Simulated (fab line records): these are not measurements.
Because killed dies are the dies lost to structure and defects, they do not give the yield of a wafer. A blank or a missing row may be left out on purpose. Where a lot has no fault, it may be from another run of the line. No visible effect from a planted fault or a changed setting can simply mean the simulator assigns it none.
fab line records | flow sky130
record lots=14 | wafers=42 | last_day=50
route steps=708 shown NWELL@34 VT_ADJUST_HVTP@92 VT_ADJUST_LVTN@107 SONOS_ONO@184 PAD_OPEN@708
lots that met no fault: from a run of the same line without faults
start_h: the number of hours between the record's first day and the start of the first shown wafer of the lot | wait_h: hours since the lot's step before | " the same as in the row above | L1.1+2: a single row standing in for several wafers | - no value, or no start given | * or withheld: withheld | < > ~ a bound
route shown NAME@n: names a module that has steps shown in the file, with the first one's number in the route | usual: average and standard deviation across the fault-free wafers | same: alike in all rows | chamber/n: place in a boat | sites: readings site by site | _std_site: standard deviation of those values | _edge_site: inner sites' mean taken away from outer sites' mean | radius_mm: for every site, how far away it sits from the centre of the wafer | mask NAME#n: copy n | behind: the last tool/chamber to shape the wafer | hold: why the lot was held/for how many hours/how that ended | device: the transistor (n, p or np) that didn't switch | end of line: tests run on the same wafers once the route is complete | a step given without rows: its recipe and nothing more | killed: count of dies lost to structure and defects at first sort (not the wafer's yield) | map: per-die view of a wafer (x killed, . not killed, _ where there is no die)
set.NAME: the setting as run; set.NAME@STEP: as run at that earlier step | model.NAME: the simulator's own value behind a step, which no gauge read
the route's steps for a sample of lots (tables are steps, rows are wafers)
services: from which hour (start_h, from the record's first day; less than 0 if before it) a tool's chamber was out of use, for how many hours, and why
## steps
# step SKY_NWELL_THK_MEAS_02
# recipe reads=SiO2_of_NWELL_OXIDATION_01
# usual NWELL_OXIDATION_THK=9.96/0.24
lot.wafer | tool          | chamber | start_h | wait_h | NWELL_OXIDATION_THK[nm]
L639.1    | film_metro-02 | -       | 39.13   | 0.0    | 9.98
L639.3    | "             | -       | "       | "      | 10.15
L639.4    | "             | -       | "       | "      | 9.98
L641.3    | film_metro-03 | -       | 46.14   | 0.0    | 9.67
L641.4    | "             | -       | "       | "      | 9.39
L641.6    | "             | -       | "       | "      | 9.58
L642.4    | film_metro-02 | -       | 51.66   | 0.0    | 9.94
L642.5    | "             | -       | "       | "      | 9.96
L642.6    | "             | -       | "       | "      | 10.00
L643.4    | film_metro-03 | -       | 56.94   | 0.0    | 9.89
L643.5    | "             | -       | "       | "      | 9.91
L643.6    | "             | -       | "       | "      | 10.01
L644.2    | film_metro-01 | -       | 63.04   | 0.0    | 9.75
L644.4    | "             | -       | "       | "      | 9.75
L644.6    | "             | -       | "       | "      | 9.90
L645.3    | film_metro-02 | -       | 70.71   | 0.0    | 9.86
L645.4    | "             | -       | "       | "      | 10.04
L645.5    | "             | -       | "       | "      | 9.91
L648.1    | film_metro-02 | -       | 84.37   | 0.0    | 9.89
L648.4    | "             | -       | "       | "      | 9.87
L648.6    | "             | -       | "       | "      | 9.76
L649.1    | film_metro-03 | -       | 89.80   | 0.0    | 10.11
L649.3    | "             | -       | "       | "      | 10.21
L649.5    | "             | -       | "       | "      | 10.20
L651.2    | film_metro-02 | -       | 97.52   | 0.0    | 9.73
L651.4    | "             | -       | "       | "      | 9.73
L651.6    | "             | -       | "       | "      | 9.75
L655.3    | film_metro-01 | -       | 120.12  | 0.0    | 10.00
L655.4    | "             | -       | "       | "      | 9.84
L655.6    | "             | -       | "       | "      | 10.10
L656.3    | film_metro-01 | -       | 124.08  | 0.0    | 9.84
L656.4    | "             | -       | "       | "      | 9.90
L656.6    | "             | -       | "       | "      | 9.74
L657.1    | film_metro-01 | -       | 128.21  | 0.0    | 10.27
L657.4    | "             | -       | "       | "      | 10.32
L657.6    | "             | -       | "       | "      | 10.29
L661.2    | film_metro-03 | -       | 151.01  | 0.0    | 9.88
L661.5    | "             | -       | "       | "      | 9.92
L661.6    | "             | -       | "       | "      | 9.81
L662.2    | film_metro-01 | -       | 153.92  | 0.0    | 9.95
L662.3    | "             | -       | "       | "      | 10.21
L662.5    | "             | -       | "       | "      | 10.02
# step SKY_VT_ADJUST_HVTP_CD_MEAS_07
# recipe target_cd_nm=380
# usual cd_nm=379.5/2.2
lot.wafer | tool      | chamber | start_h | wait_h | cd_nm
L639.1    | cd_sem-01 | -       | 125.98  | 0.1    | 380.2
L639.3    | "         | -       | "       | "      | 377.5
L639.4    | "         | -       | "       | "      | 381.0
L641.3    | cd_sem-02 | -       | 133.67  | 0.1    | 378.1
L641.4    | "         | -       | "       | "      | 378.6
L641.6    | "         | -       | "       | "      | 377.2
L642.4    | cd_sem-01 | -       | 140.89  | 0.1    | 385.5
L642.5    | "         | -       | "       | "      | 383.1
L642.6    | "         | -       | "       | "      | 382.6
L643.4    | cd_sem-02 | -       | 147.47  | 0.1    | 378.6
L643.5    | "         | -       | "       | "      | 381.1
L643.6    | "         | -       | "       | "      | 378.7
L644.2    | cd_sem-01 | -       | 155.13  | 0.1    | 377.3
L644.4    | "         | -       | "       | "      | 379.3
L644.6    | "         | -       | "       | "      | 378.8
L645.3    | cd_sem-01 | -       | 164.65  | 0.1    | 380.6
L645.4    | "         | -       | "       | "      | 379.6
L645.5    | "         | -       | "       | "      | 380.5
L648.1    | cd_sem-01 | -       | 181.98  | 0.1    | 377.6
L648.4    | "         | -       | "       | "      | 376.5
L648.6    | "         | -       | "       | "      | 376.9
L649.1    | cd_sem-02 | -       | 188.31  | 0.1    | 383.3
L649.3    | "         | -       | "       | "      | 379.2
L649.5    | "         | -       | "       | "      | 378.8
L651.2    | cd_sem-02 | -       | 198.05  | 0.1    | 380.3
L651.4    | "         | -       | "       | "      | 382.2
L651.6    | "         | -       | "       | "      | 380.3
L655.3    | cd_sem-01 | -       | 224.87  | 0.1    | 380.3
L655.4    | "         | -       | "       | "      | 381.9
L655.6    | "         | -       | "       | "      | 376.7
L656.3    | cd_sem-01 | -       | 229.57  | 0.1    | 379.2
L656.4    | "         | -       | "       | "      | 379.2
L656.6    | "         | -       | "       | "      | 380.0
L657.1    | cd_sem-01 | -       | 233.85  | 0.2    | 380.6
L657.4    | "         | -       | "       | "      | 380.9
L657.6    | "         | -       | "       | "      | 379.6
L661.2    | cd_sem-01 | -       | 262.90  | 0.1    | 376.4
L661.5    | "         | -       | "       | "      | 377.6
L661.6    | "         | -       | "       | "      | 376.3
L662.2    | cd_sem-01 | -       | 265.96  | 0.1    | 379.8
L662.3    | "         | -       | "       | "      | 381.8
L662.5    | "         | -       | "       | "      | 379.7
# step SKY_VT_ADJUST_LVTN_TW_MEAS_10
# usual VT_ADJUST_LVTN_TW=241.2/1.7
lot.wafer | tool          | chamber | start_h | wait_h | VT_ADJUST_LVTN_TW
L639.1    | film_metro-02 | -       | 145.83  | 0.1    | 241.8
L639.3    | "             | -       | "       | "      | 241.9
L639.4    | "             | -       | "       | "      | 240.7
L641.3    | film_metro-02 | -       | 153.90  | 0.1    | 240.8
L641.4    | "             | -       | "       | "      | 239.3
L641.6    | "             | -       | "       | "      | 242.5
L642.4    | film_metro-01 | -       | 161.66  | 0.1    | 243.8
L642.5    | "             | -       | "       | "      | 242.0
L642.6    | "             | -       | "       | "      | 244.1
L643.4    | film_metro-01 | -       | 168.41  | 0.1    | 240.9
L643.5    | "             | -       | "       | "      | 241.1
L643.6    | "             | -       | "       | "      | 241.9
L644.2    | film_metro-01 | -       | 176.54  | 0.1    | 241.1
L644.4    | "             | -       | "       | "      | 242.4
L644.6    | "             | -       | "       | "      | 242.3
L645.3    | film_metro-04 | -       | 186.80  | 0.1    | 239.7
L645.4    | "             | -       | "       | "      | 241.0
L645.5    | "             | -       | "       | "      | 239.5
L648.1    | film_metro-02 | -       | 204.08  | 0.1    | 241.4
L648.4    | "             | -       | "       | "      | 241.7
L648.6    | "             | -       | "       | "      | 240.6
L649.1    | film_metro-04 | -       | 210.57  | 0.1    | 240.3
L649.3    | "             | -       | "       | "      | 241.0
L649.5    | "             | -       | "       | "      | 239.6
L651.2    | film_metro-01 | -       | 221.13  | 0.1    | 243.4
L651.4    | "             | -       | "       | "      | 242.2
L651.6    | "             | -       | "       | "      | 243.1
L655.3    | film_metro-02 | -       | 248.54  | 0.1    | 241.5
L655.4    | "             | -       | "       | "      | 240.1
L655.6    | "             | -       | "       | "      | 239.8
L656.3    | film_metro-04 | -       | 253.30  | 0.1    | 240.1
L656.4    | "             | -       | "       | "      | 240.5
L656.6    | "             | -       | "       | "      | 240.8
L657.1    | film_metro-01 | -       | 257.62  | 0.1    | 243.3
L657.4    | "             | -       | "       | "      | 245.1
L657.6    | "             | -       | "       | "      | 245.0
L661.2    | film_metro-01 | -       | 288.09  | 0.1    | 246.7
L661.5    | "             | -       | "       | "      | 244.3
L661.6    | "             | -       | "       | "      | 245.1
L662.2    | film_metro-04 | -       | 291.39  | 0.1    | 242.5
L662.3    | "             | -       | "       | "      | 241.9
L662.5    | "             | -       | "       | "      | 242.6
# step SKY_SONOS_ONO_WET_ETCH_16
# recipe chemistry=dHF | target_depth_nm=14 | dry=n2_spin | target=SiO2 | dilution=100:1 | temp_c=25 | time_s=280
# usual bath_heat_duty_pct=6.5/0.87 | run_length_s=309/4.2
lot.wafer | tool         | chamber | start_h | wait_h | bath_heat_duty_pct | run_length_s
L639.1    | wet_bench-02 | 3       | 289.56  | 0.0    | 6.6                | 312
L639.3    | "            | 3       | "       | "      | 6.3                | 312
L639.4    | "            | 3       | "       | "      | 6.4                | 312
L641.3    | wet_bench-02 | 1       | 299.66  | 0.0    | 6.3                | 307
L641.4    | "            | 1       | "       | "      | 7.0                | 307
L641.6    | "            | 1       | "       | "      | 6.4                | 307
L642.4    | wet_bench-03 | 0       | 305.62  | 0.0    | 7.1                | 305
L642.5    | "            | 0       | "       | "      | 6.9                | 305
L642.6    | "            | 0       | "       | "      | 6.9                | 305
L643.4    | wet_bench-03 | 1       | 314.92  | 0.0    | 4.7                | 305
L643.5    | "            | 1       | "       | "      | 5.8                | 305
L643.6    | "            | 1       | "       | "      | 4.8                | 305
L644.2    | wet_bench-03 | 3       | 320.81  | 0.0    | 6.0                | 314
L644.4    | "            | 3       | "       | "      | 5.3                | 314
L644.6    | "            | 3       | "       | "      | 5.5                | 314
L645.3    | wet_bench-03 | 1       | 336.21  | 0.0    | 5.3                | 304
L645.4    | "            | 1       | "       | "      | 5.6                | 304
L645.5    | "            | 1       | "       | "      | 5.6                | 304
L648.1    | wet_bench-03 | 0       | 360.96  | 0.0    | 7.0                | 304
L648.4    | "            | 0       | "       | "      | 7.3                | 304
L648.6    | "            | 0       | "       | "      | 7.5                | 304
L649.1    | wet_bench-04 | 0       | 364.71  | 0.0    | 7.5                | 304
L649.3    | "            | 0       | "       | "      | 7.2                | 304
L649.5    | "            | 0       | "       | "      | 7.7                | 304
L651.2    | wet_bench-04 | 1       | 377.11  | 0.0    | 6.2                | 314
L651.4    | "            | 1       | "       | "      | 6.5                | 314
L651.6    | "            | 1       | "       | "      | 6.7                | 314
L655.3    | wet_bench-03 | 2       | 411.27  | 0.0    | 5.4                | 640
L655.4    | "            | 2       | "       | "      | 6.3                | 640
L655.6    | "            | 2       | "       | "      | 6.2                | 640
L656.3    | wet_bench-03 | 2       | 421.52  | 0.0    | 5.7                | 641
L656.4    | "            | 2       | "       | "      | 5.7                | 641
L656.6    | "            | 2       | "       | "      | 5.6                | 641
L657.1    | wet_bench-03 | 1       | 423.87  | 0.0    | 4.8                | 646
L657.4    | "            | 1       | "       | "      | 5.8                | 646
L657.6    | "            | 1       | "       | "      | 4.7                | 646
L661.2    | wet_bench-04 | 0       | 462.06  | 0.0    | 7.2                | 304
L661.5    | "            | 0       | "       | "      | 7.5                | 304
L661.6    | "            | 0       | "       | "      | 6.5                | 304
L662.2    | wet_bench-02 | 0       | 472.03  | 0.0    | 8.0                | 309
L662.3    | "            | 0       | "       | "      | 9.0                | 309
L662.5    | "            | 0       | "       | "      | 8.0                | 309
# step SKY_PAD_OPEN_PROBE_99
# usual killed_at_M0_to_M3=43/6.6 | killed_at_M4_up=2.9/1.8 | killed_at_contacts=25/5.3 | killed_at_front_end=15/4.1 | killed_at_other=0.3/0.6 | killed_dies=86/8.8 | killed_open=47/6.7 | killed_short=39/6.2
# same gross_dies=492 | killed_at_back_side=0
lot.wafer | tool      | chamber | start_h | wait_h | killed_at_M0_to_M3 | killed_at_M4_up | killed_at_contacts | killed_at_front_end | killed_at_other | killed_dies | killed_open | killed_short
L651.2    | prober-02 | -       | 1146.67 | 0.1    | 38                 | 1               | 41                 | 20                  | 0               | 100         | 58          | 42
L651.4    | prober-02 | -       | 1146.77 | 0.2    | 53                 | 3               | 29                 | 22                  | 1               | 108         | 50          | 57
L651.6    | prober-02 | -       | 1146.87 | 0.2    | 54                 | 3               | 16                 | 24                  | 1               | 98          | 49          | 48
# killed by level:class
L651.2 LI_CONTACT:geometric_particle:open=17 VIA1:geometric_particle:open=8 CONTACT:geometric_particle:open=8 VIA2:geometric_particle:open=7 FIELD_ISO:geometric_particle:short=6 CONTACT:geometric_particle:short=6 VIA2:geometric_particle:short=6 VIA3:geometric_particle:open=5
L651.4 VIA1:geometric_particle:open=13 METAL1:geometric_particle:short=12 CONTACT:geometric_particle:open=10 CONTACT:geometric_particle:short=7 METAL2:geometric_particle:short=7 POLY_GATE:geometric_particle:short=6 POLY_GATE:geometric_particle:open=6 FIELD_ISO:geometric_particle:open=5
L651.6 VIA1:geometric_particle:open=13 METAL1:geometric_particle:short=10 METAL2:geometric_particle:short=9 CONTACT:geometric_particle:open=8 VIA2:geometric_particle:open=8 POLY_GATE:geometric_particle:short=7 FIELD_ISO:geometric_particle:short=4 VIA3:geometric_particle:open=4
## services
tool         | chamber | start_h | hours | kind
wet_bench-04 | -       | 322.41  | 2.1   | repair
wet_bench-03 | -       | 336.36  | 1.9   | pm
## key
first_sign step=SKY_SONOS_ONO_WET_ETCH_16 | reading=run_length_s | direction=up | sigmas=80 | usual=* | struck=*
effect none on later readings
met_at SKY_SONOS_ONO_WET_ETCH_16
struck_lots L655,L656,L657
tester_left_out L655,L656,L657
not_acting_at SKY_NWELL_THK_MEAS_02,SKY_VT_ADJUST_HVTP_CD_MEAS_07,SKY_VT_ADJUST_LVTN_TW_MEAS_10
onset_between 360.96 411.27
fault kind=process_parameter_drift | tool=wet_bench-03 | chamber=- | onset_h=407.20 | steps=SKY_SONOS_ONO_WET_ETCH_16 | channel=time_s | offset=* | shape=step | end_h=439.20 | acts_in=* | stated=*
# tester_left_out: of these lots the tester's yield and bins aren't shown, on N5 and GAA mostly nor the transistor test; their killed dies are dies lost to structure and defects alone, not to doping, threshold or leakage, so they don't give the yield
